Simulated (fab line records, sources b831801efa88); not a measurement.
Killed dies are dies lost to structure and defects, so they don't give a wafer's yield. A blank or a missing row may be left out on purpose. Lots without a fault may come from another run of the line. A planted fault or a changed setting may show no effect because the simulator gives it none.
fab line records | flow sky130
record lots=7 wafers=21 last_day=49
route steps=708 shown CONTACT@418 METAL1@434 PAD_OPEN@708
lots that met no fault: from a run of the same line without faults
start_h: hours from the record's first day to the start of the lot's first wafer shown | wait_h: hours since the lot's step before | " the same as in the row above | L1.1+2: a row that stands for several wafers | - no value, or no start given | * or withheld: withheld | < > ~ a bound
route shown NAME@n: a module of which the file shows steps, and the number in the route of the first | usual: mean/standard deviation of fault-free wafers | same: alike in all rows | chamber/n: place in a boat | sites: the reading at each site | _std_site: their standard deviation | _edge_site: outer sites' mean less inner sites' | radius_mm: how far each site lies from the wafer's centre | mask NAME#n: copy n | behind: the tool/chamber that last shaped the wafer | hold: why the lot was held/for how many hours/how that ended | device: the transistor (n, p or np) that didn't switch | end of line: the same wafers' tests at the end of the route | a step without rows: its recipe alone | killed: dies lost to structure and defects at the first sort, not the wafer's yield | map: a wafer's dies, x killed, . not, _ none there
set.NAME: the setting as run; set.NAME@STEP: as run at that earlier step | model.NAME: the simulator's own value behind a step, which no gauge read
lots at some steps of the route; a table a step, a row a wafer
services: from which hour (start_h, from the record's first day; less than 0 if before it) a tool's chamber was out of use, for how many hours, and why
## steps
# step SKY_CONTACT_PEB_12
# recipe peb_temp_c=withheld peb_time_s=withheld resist=KrF-thick
# step SKY_CONTACT_DEVELOP_13
# recipe develop_time_s=60 resist=KrF-thick dev_temp_c=21
# step SKY_CONTACT_CD_MEAS_14
# recipe target_cd_nm=170
# usual cd_nm=170.4/1.9
# columns lot.wafer tool chamber start_h wait_h cd_nm
L831.1 cd_sem-01 - 743.04 - 169.7
L831.4 " - " " 170.5
L831.5 " - " " 170.3
L833.1 cd_sem-01 - 798.12 - 170.6
L833.2 " - " " 169.0
L833.3 " - " " 168.6
L841.3 cd_sem-01 - 833.90 - 170.5
L841.4 " - " " 170.1
L841.5 " - " " 168.8
L840.2 cd_sem-01 - 835.51 - 170.5
L840.3 " - " " 170.5
L840.4 " - " " 171.1
L842.1 cd_sem-02 - 838.46 - 174.6
L842.4 " - " " 174.4
L842.5 " - " " 172.4
L844.2 cd_sem-01 - 852.11 - 172.7
L844.3 " - " " 173.7
L844.4 " - " " 172.1
L846.2 cd_sem-02 - 861.68 - 170.0
L846.4 " - " " 170.7
L846.6 " - " " 168.6
# step SKY_CONTACT_OVL_MEAS_15
# usual CONTACT_OVL=1/4.9
# columns lot.wafer tool chamber start_h wait_h CONTACT_OVL[nm]
L831.1 overlay-01 - 743.16 0.1 -3
L831.4 " - " " 8
L831.5 " - " " 4
L833.1 overlay-01 - 798.24 0.1 -1
L833.2 " - " " 3
L833.3 " - " " 1
L841.3 overlay-01 - 833.99 0.1 7
L841.4 " - " " 9
L841.5 " - " " 7
L840.2 overlay-02 - 835.62 0.1 -1
L840.3 " - " " -7
L840.4 " - " " -3
L842.1 overlay-01 - 838.58 0.1 -7
L842.4 " - " " -2
L842.5 " - " " -3
L844.2 overlay-02 - 852.22 0.1 4
L844.3 " - " " 5
L844.4 " - " " 5
L846.2 overlay-01 - 861.79 0.1 -2
L846.4 " - " " 3
L846.6 " - " " 2
# step SKY_CONTACT_ETCH_16
# recipe chemistry=N2/H2 target=BARC ion_energy_ev=200 source_w=482.4 bias_w=100 pressure_mtorr=30 n2_flow_sccm=100 h2_flow_sccm=200 stop_on=SiO2 time_s=45.9 target_depth_a=600
# usual drypump_motor_current_A=5.7/0.5 oes_product_au=0.855/0.0047 throttle_valve_pct=13.224/0.0081
# columns lot.wafer tool chamber start_h wait_h drypump_motor_current_A oes_product_au rf_hours_counter_h throttle_valve_pct
L831.1 rie_diel-04 3 743.20 0.0 6.2 0.864 11 13.216
L831.4 " 0 " " 5.9 0.850 6 13.218
L831.5 " 2 " " 5.5 0.849 - 13.224
L833.1 rie_diel-01 2 798.27 0.0 4.9 0.855 5 13.230
L833.2 " 0 " " 4.8 0.849 3 13.226
L833.3 " 1 " " 5.9 0.853 7 13.218
L841.3 rie_diel-04 0 834.02 0.0 5.8 0.857 9 13.208
L841.4 " 3 " " 6.2 0.860 14 13.220
L841.5 " 2 " " 5.5 0.849 - 13.227
L840.2 rie_diel-01 2 835.65 0.0 4.9 0.864 7 13.221
L840.3 " 1 " " 6.0 0.857 8 13.220
L840.4 " 3 " " 6.3 0.857 19 13.221
L842.1 rie_diel-01 2 838.62 0.0 4.9 0.852 7 13.215
L842.4 " 0 " " 4.8 0.853 4 13.201
L842.5 " 0 " " 4.8 0.856 - 13.223
L844.2 rie_diel-04 3 852.25 0.0 6.2 0.852 15 13.229
L844.3 " 0 " " 5.9 0.853 10 13.203
L844.4 " 3 " " 6.2 0.849 - 13.212
L846.2 rie_diel-03 3 861.82 0.0 4.9 0.856 26 13.230
L846.4 " 1 " " 5.9 0.855 11 13.237
L846.6 " 2 " " 5.4 0.853 - 13.229
# step SKY_CONTACT_ETCH_17
# recipe target=SiO2 chemistry=C4F8/O2/Ar stop_on=Si3N4 mask_material=KrF-thick source_w=1500 bias_w=1200 pressure_mtorr=40 c4f8_flow_sccm=withheld O2_flow_sccm=6 Ar_flow_sccm=300 time_s=withheld target_depth_a=3400
# usual oes_product_au=0.891/0.0046
# columns lot.wafer tool chamber start_h wait_h oes_product_au
L831.1 rie_diel-04 3 743.24 0.0 0.886
L831.4 " 0 " " 0.892
L831.5 " 2 " " 0.884
L833.1 rie_diel-01 2 798.32 0.0 0.886
L833.2 " 0 " " 0.888
L833.3 " 1 " " 0.889
L841.3 rie_diel-04 0 834.06 0.0 0.892
L841.4 " 3 " " 0.892
L841.5 " 2 " " 0.891
L840.2 rie_diel-01 2 835.69 0.0 0.889
L840.3 " 1 " " 0.892
L840.4 " 3 " " 0.884
L842.1 rie_diel-01 2 838.66 0.0 0.890
L842.4 " 0 " " 0.894
L842.5 " 0 " " 0.898
L844.2 rie_diel-04 3 852.29 0.0 0.896
L844.3 " 0 " " 0.887
L844.4 " 3 " " 0.884
L846.2 rie_diel-03 3 861.86 0.0 0.881
L846.4 " 1 " " 0.894
L846.6 " 2 " " 0.888
# step SKY_CONTACT_ETCH_18
# recipe target=Si3N4 chemistry=CHF3/O2 stop_on=TiN source_w=600 bias_w=200 pressure_mtorr=40 chf3_flow_sccm=50 O2_flow_sccm=5 time_s=39 target_depth_a=750
# usual drypump_motor_current_A=5.7/0.5 oes_product_au=0.853/0.0079 throttle_valve_pct=8.794/0.0092
# columns lot.wafer tool chamber start_h wait_h drypump_motor_current_A oes_product_au rf_hours_counter_h throttle_valve_pct
L831.1 rie_diel-04 3 - - 6.2 0.832 11 8.794
L831.4 " 0 " " 5.8 0.857 6 8.804
L831.5 " 2 " " 5.5 0.852 - 8.800
L833.1 rie_diel-01 2 - - 4.9 0.843 6 8.805
L833.2 " 0 " " 4.8 0.863 3 8.794
L833.3 " 1 " " 5.9 0.852 7 8.790
L841.3 rie_diel-04 0 - - 5.8 0.854 9 8.789
L841.4 " 3 " " 6.2 0.855 14 8.794
L841.5 " 2 " " 5.5 0.853 - 8.791
L840.2 rie_diel-01 2 - - 4.9 0.843 7 8.799
L840.3 " 1 " " 5.9 0.839 8 8.788
L840.4 " 3 " " 6.3 0.851 19 8.803
L842.1 rie_diel-01 2 - - 4.9 0.853 7 8.811
L842.4 " 0 " " 4.8 0.848 4 8.780
L842.5 " 0 " " 4.8 0.857 - 8.802
L844.2 rie_diel-04 3 - - 6.2 0.853 15 8.799
L844.3 " 0 " " 5.8 0.847 10 8.800
L844.4 " 3 " " 6.2 0.861 - 8.790
L846.2 rie_diel-03 3 - - 4.9 0.845 26 8.776
L846.4 " 1 " " 5.9 0.855 11 8.789
L846.6 " 2 " " 5.4 0.843 - 8.793
# step SKY_CONTACT_STRIP_19
# recipe chemistry=O2/N2 power_w=1400 pressure_mtorr=1500 platen_temp_c=withheld o2_flow_sccm=3000 n2_flow_sccm=300 overash_fraction=0.5
# usual drypump_motor_current_A=5.4/0.61 oes_product_au=0.381/0.005 strip_time_to_endpoint_s=3.632/0.021
# columns lot.wafer tool chamber start_h wait_h drypump_motor_current_A oes_product_au rf_hours_counter_h strip_time_to_endpoint_s
L831.1 plasma_asher-03 1 743.33 - 4.9 0.376 59 3.618
L831.4 " 1 " " 4.9 0.384 - 3.632
L831.5 " 0 " " 4.9 0.380 - 3.629
L833.1 plasma_asher-03 0 798.41 - 4.9 0.376 65 3.658
L833.2 " 1 " " 4.9 0.387 65 3.657
L833.3 " 1 " " 4.9 0.387 - 3.655
L841.3 plasma_asher-03 0 834.18 - 4.9 0.382 - 3.606
L841.4 " 1 " " 4.9 0.389 - 3.617
L841.5 " 1 " " 4.9 0.383 - 3.631
L840.2 plasma_asher-02 0 835.78 - 5.8 0.381 101 3.633
L840.3 " 0 " " 5.8 0.378 - 3.629
L840.4 " 1 " " 6.4 0.381 - 3.619
L842.1 plasma_asher-02 1 838.75 - 6.4 0.378 101 3.601
L842.4 " 1 " " 6.4 0.385 - 3.643
L842.5 " 0 " " 5.8 0.382 - 3.624
L844.2 plasma_asher-02 1 852.38 - 6.4 0.368 103 3.616
L844.3 " 1 " " 6.4 0.376 - 3.584
L844.4 " 0 " " 5.8 0.378 - 3.641
L846.2 plasma_asher-03 0 861.95 - 4.9 0.375 72 3.632
L846.4 " 0 " " 4.9 0.377 - 3.613
L846.6 " 1 " " 4.9 0.378 - 3.607
# step SKY_CONTACT_STRIP_20
# recipe chemistry=post_etch_residue_remover time_s=1200 temp_c=72.5
# step SKY_CONTACT_CLEAN_21
# recipe chemistry=IPA time_s=180 temp_c=25
# step SKY_CONTACT_CLEAN_22
# recipe chemistry=O3/DIW dry=n2_spin
# step SKY_CONTACT_SPUTTER_23
# recipe material=TiN target_thk_nm=20 chamber_pressure_pa=5 power_w=4048 time_s=80
# usual throttle_valve_pct=29.6/1.1
# columns lot.wafer tool chamber start_h wait_h throttle_valve_pct
L831.1 pvd_sputter-02 - 743.92 0.0 29.7
L831.4 " - " " 31.8
L831.5 " - " " 31.6
L833.1 pvd_sputter-01 - 799.00 0.0 30.4
L833.2 " - " " 29.5
L833.3 " - " " 29.0
L841.3 pvd_sputter-01 - 834.75 0.0 29.0
L841.4 " - " " 29.3
L841.5 " - " " 30.2
L840.2 pvd_sputter-01 - 836.38 0.0 28.9
L840.3 " - " " 30.6
L840.4 " - " " 29.1
L842.1 pvd_sputter-04 - 839.38 0.0 29.2
L842.4 " - " " 29.7
L842.5 " - " " 29.9
L844.2 pvd_sputter-04 - 852.98 0.0 26.9
L844.3 " - " " 29.1
L844.4 " - " " 28.9
L846.2 pvd_sputter-01 - 862.55 0.0 29.6
L846.4 " - " " 30.3
L846.6 " - " " 30.3
# step SKY_CONTACT_CVD_24
# recipe material=W target_thk_nm=340 time_s=102.12 temp_c=400 pressure_torr=40
# usual heater_power_w=848/110
# columns lot.wafer tool chamber start_h wait_h heater_power_w model.W_of_CONTACT_CVD_24.thk_nm
L831.1 cvd_w-01 0 743.99 0.0 842 333
L831.4 " 0 " " 848 339.5
L831.5 " 0 " " 838 337.1
L833.1 cvd_w-01 1 799.06 0.0 750 335.6
L833.2 " 0 " " 853 336.3
L833.3 " 0 " " 864 338.1
L841.3 cvd_w-01 0 834.85 0.1 836 333.2
L841.4 " 1 " " 729 388.7
L841.5 " 1 " " 730 388.1
L840.2 cvd_w-01 1 836.44 0.0 770 393.9
L840.3 " 1 " " 740 389.6
L840.4 " 0 " " 851 337.7
L842.1 cvd_w-01 0 839.44 0.0 836 336.3
L842.4 " 1 " " 736 387.5
L842.5 " 0 " " 874 335.4
L844.2 cvd_w-02 0 853.04 0.0 823 340.8
L844.3 " 1 " " 1053 335.8
L844.4 " 0 " " 825 339.3
L846.2 cvd_w-02 0 862.61 0.0 817 339.1
L846.4 " 1 " " 1036 331
L846.6 " 0 " " 823 342.8
# step SKY_CONTACT_RS_MEAS_25
# recipe thk_meas_gauge=four-point-probe reads=W_of_CONTACT_CVD_24+TiN_of_CONTACT_SPUTTER_23
# usual CONTACT_W_RS=0.339/0.0036
# columns lot.wafer tool chamber start_h wait_h hold CONTACT_W_RS[ohm/sq]
L831.1 film_metro-04 - 744.10 0.1 - 0.345
L831.4 " - " " - 0.338
L831.5 " - " " - 0.341
L833.1 film_metro-04 - 799.17 0.1 - 0.342
L833.2 " - " " - 0.341
L833.3 " - " " - 0.340
L841.3 film_metro-04 - 834.96 0.1 await_dispo/0.2h/release 0.345
L841.4 " - " " await_dispo/0.2h/release 0.296
L841.5 " - " " await_dispo/0.2h/release 0.295
L841.3 film_metro-04 - 835.25 0.3 - 0.344
L841.4 " - " " - 0.295
L841.5 " - " " - 0.295
L840.2 film_metro-01 - 836.57 0.1 await_dispo/0.2h/release 0.291
L840.3 " - " " await_dispo/0.2h/release 0.294
L840.4 " - " " await_dispo/0.2h/release 0.340
L840.2 film_metro-01 - 836.86 0.3 - 0.291
L840.3 " - " " - 0.293
L840.4 " - " " - 0.339
L842.1 film_metro-04 - 839.55 0.1 await_dispo/0.2h/release 0.341
L842.4 " - " " await_dispo/0.2h/release 0.295
L842.5 " - " " await_dispo/0.2h/release 0.343
L842.1 film_metro-04 - 839.84 0.3 - 0.342
L842.4 " - " " - 0.296
L842.5 " - " " - 0.342
L844.2 film_metro-03 - 853.17 0.1 - 0.338
L844.3 " - " " - 0.342
L844.4 " - " " - 0.338
L846.2 film_metro-03 - 862.74 0.1 - 0.339
L846.4 " - " " - 0.347
L846.6 " - " " - 0.335
# step SKY_CONTACT_THK_MEAS_26
# recipe thk_meas_gauge=xrf reads=W_of_CONTACT_CVD_24
# usual CONTACT_W_THK=339/4.1
# columns lot.wafer tool chamber start_h wait_h hold CONTACT_W_THK[nm]
L831.1 film_metro-04 - 744.22 0.1 - 335
L831.4 " - " " - 344
L831.5 " - " " - 341
L833.1 film_metro-04 - 799.29 0.1 - 337
L833.2 " - " " - 338
L833.3 " - " " - 339
L841.3 film_metro-04 - 837.99 2.7 await_dispo/0.2h/release 333
L841.4 " - " " await_dispo/0.2h/release 392
L841.5 " - " " await_dispo/0.2h/release 390
L841.3 film_metro-04 - 838.22 0.2 - 334
L841.4 " - " " - 390
L841.5 " - " " - 392
L840.2 film_metro-01 - 839.21 2.3 await_dispo/0.2h/release 397
L840.3 " - " " await_dispo/0.2h/release 392
L840.4 " - " " await_dispo/0.2h/release 342
L840.2 film_metro-01 - 839.44 0.2 - 397
L840.3 " - " " - 394
L840.4 " - " " - 341
L842.1 film_metro-04 - 842.68 2.8 await_dispo/0.2h/release 338
L842.4 " - " " await_dispo/0.2h/release 386
L842.5 " - " " await_dispo/0.2h/release 335
L842.1 film_metro-04 - 842.90 0.2 - 337
L842.4 " - " " - 387
L842.5 " - " " - 335
L844.2 film_metro-03 - 853.28 0.1 - 336
L844.3 " - " " - 333
L844.4 " - " " - 336
L846.2 film_metro-03 - 862.85 0.1 - 336
L846.4 " - " " - 327
L846.6 " - " " - 342
# step SKY_CONTACT_CMP_27
# recipe stop_on=SiO2 t_overpolish_s=15 down_force_psi=3.5 platen_rpm=60 target_thk_nm=0 pad_velocity_m_s=0.94248
# usual motor_current_A=10.2/0.93 time_to_endpoint_s=79.6/2.6
# columns lot.wafer tool chamber start_h wait_h hold motor_current_A time_to_endpoint_s
L831.1 cmp-01 0 744.33 0.1 - 11.2 80.3
L831.4 " 2 " " - 8.9 81.1
L831.5 " 3 " " - 10.2 80.2
L833.1 cmp-02 2 799.35 0.1 - 10.7 76.5
L833.2 " 3 " " - 10.3 79.1
L833.3 " 0 " " - 9.5 78.6
L841.4 cmp-02 0 841.13 2.9 await_dispo/2.4h/release 9.9 89.0
L841.3 " 1 " " await_dispo/2.4h/release 10.3 72.6
L841.5 " 3 " " await_dispo/2.4h/release 10.0 85.1
L840.4 cmp-01 2 842.24 2.8 await_dispo/2.4h/release 8.3 80.4
L840.3 " 3 " " await_dispo/2.4h/release 10.6 93.4
L840.2 " 0 " " await_dispo/2.4h/release 12.0 97.0
L842.4 cmp-01 1 844.16 1.2 await_dispo/1.1h/release 10.2 92.9
L842.1 " 2 " " await_dispo/1.1h/release 8.5 79.9
L842.5 " 0 " " await_dispo/1.1h/release 12.1 76.2
L844.3 cmp-02 2 853.33 0.0 - 11.5 74.3
L844.2 " 3 " " - 9.9 80.4
L844.4 " 1 " " - 9.9 72.8
L846.4 cmp-02 0 863.00 0.1 - 9.8 76.9
L846.2 " 1 " " - 10.4 73.1
L846.6 " 2 " " - 9.9 74.9
# step SKY_METAL1_SPUTTER_00
# recipe material=Ti target_thk_nm=15 power_w=3000 time_s=10 chamber_pressure_pa=0.4
# step SKY_PAD_OPEN_PROBE_99
# usual killed_at_M0_to_M3=44/7.2 killed_at_M4_up=3.2/1.8 killed_at_contacts=24/5.4 killed_at_front_end=15/4 killed_at_other=0.3/0.56 killed_dies=87/9.2 killed_open=47/7.3 killed_short=39/5.7
# same gross_dies=492 killed_at_back_side=0
# columns lot.wafer tool chamber start_h wait_h killed_at_M0_to_M3 killed_at_M4_up killed_at_contacts killed_at_front_end killed_at_other killed_dies killed_open killed_short
L833.1 prober-01 - 1121.91 0.1 59 2 19 11 0 91 57 34
L833.2 prober-01 - 1121.96 0.1 67 2 23 12 0 104 63 40
L833.3 prober-01 - 1122.01 0.2 48 0 26 13 1 88 44 43
# killed by level:class
L833.1 VIA1:geometric_particle:open=16 VIA3:geometric_particle:open=8 LI_CONTACT:geometric_particle:open=8 CONTACT:geometric_particle:open=8 VIA1:geometric_particle:short=5 METAL1:geometric_particle:short=5 METAL2:geometric_particle:short=5 VIA2:geometric_particle:open=5
L833.2 VIA1:geometric_particle:open=24 CONTACT:geometric_particle:open=9 LI_CONTACT:geometric_particle:open=7 VIA2:geometric_particle:open=7 VIA1:geometric_particle:short=7 METAL1:geometric_particle:short=6 VIA3:geometric_particle:short=6 FIELD_ISO:geometric_particle:open=4
L833.3 VIA1:geometric_particle:open=13 CONTACT:geometric_particle:open=9 POLY_GATE:geometric_particle:short=7 VIA1:geometric_particle:short=7 LI_CONTACT:geometric_particle:open=6 VIA2:geometric_particle:open=6 CONTACT:geometric_particle:short=5 LOCAL_INTERCONNECT:geometric_particle:short=4
## services
# columns tool chamber start_h hours kind
cvd_w-02 - 719.29 2.5 repair
rie_diel-01 - 733.04 2.8 pm
cmp-02 - 733.77 5.8 pm
cmp-02 - 744.00 4.0 pm
rie_diel-01 - 745.42 14.6 pm
cmp-02 - 748.00 - consumable_replace:conditioner
cmp-02 - 748.00 - consumable_replace:pad
plasma_asher-02 - 750.01 33.2 pm
rie_diel-04 2 754.72 5.6 repair
pvd_sputter-04 - 756.36 5.1 repair
rie_diel-01 3 761.38 5.8 repair
pvd_sputter-01 - 767.72 4.1 repair
cvd_w-02 - 796.32 6.0 pm
cmp-02 - 800.81 1.5 repair
pvd_sputter-02 - 813.11 4.5 repair
plasma_asher-02 - 814.63 0.8 repair
plasma_asher-02 - 817.97 0.9 repair
pvd_sputter-01 - 828.51 3.0 repair
pvd_sputter-01 3 832.59 - consumable_replace:kit
pvd_sputter-01 3 832.59 18.0 scheduled_down
pvd_sputter-01 3 832.59 18.0 vent_cycle
cvd_w-02 - 838.94 0.5 repair
rie_diel-04 1 844.44 16.2 repair
rie_diel-03 2 851.01 8.0 repair
## key
first_sign step=SKY_CONTACT_RS_MEAS_25 reading=visit direction=added
effect step=SKY_CONTACT_RS_MEAS_25 reading=CONTACT_W_RS direction=down sigmas=12 usual=0.339 struck=0.294
effect step=SKY_CONTACT_THK_MEAS_26 reading=visit direction=added
effect step=SKY_CONTACT_THK_MEAS_26 reading=CONTACT_W_THK direction=up sigmas=13 usual=339 struck=391
effect step=SKY_CONTACT_CMP_27 reading=time_to_endpoint_s direction=up sigmas=4.5 usual=* struck=*
model_effect step=SKY_CONTACT_CVD_24 value=W_of_CONTACT_CVD_24.thk_nm without=338 struck=389.6
met_at SKY_CONTACT_CVD_24
struck_wafers L840.2,L840.3,L841.4,L841.5,L842.4
tester_left_out L840,L841,L842
onset_between 799.06 834.85
fault kind=process_parameter_drift tool=cvd_w-01 chamber=1 onset_h=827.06 steps=SKY_CONTACT_CVD_24 channel=target_thk_nm offset=51.838 shape=step end_h=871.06 acts_in=these_recipes_only stated=340
# tester_left_out: of these lots the tester's yield and bins aren't shown, on N5 and GAA mostly nor the transistor test; their killed dies are dies lost to structure and defects alone, not to doping, threshold or leakage, so they don't give the yield
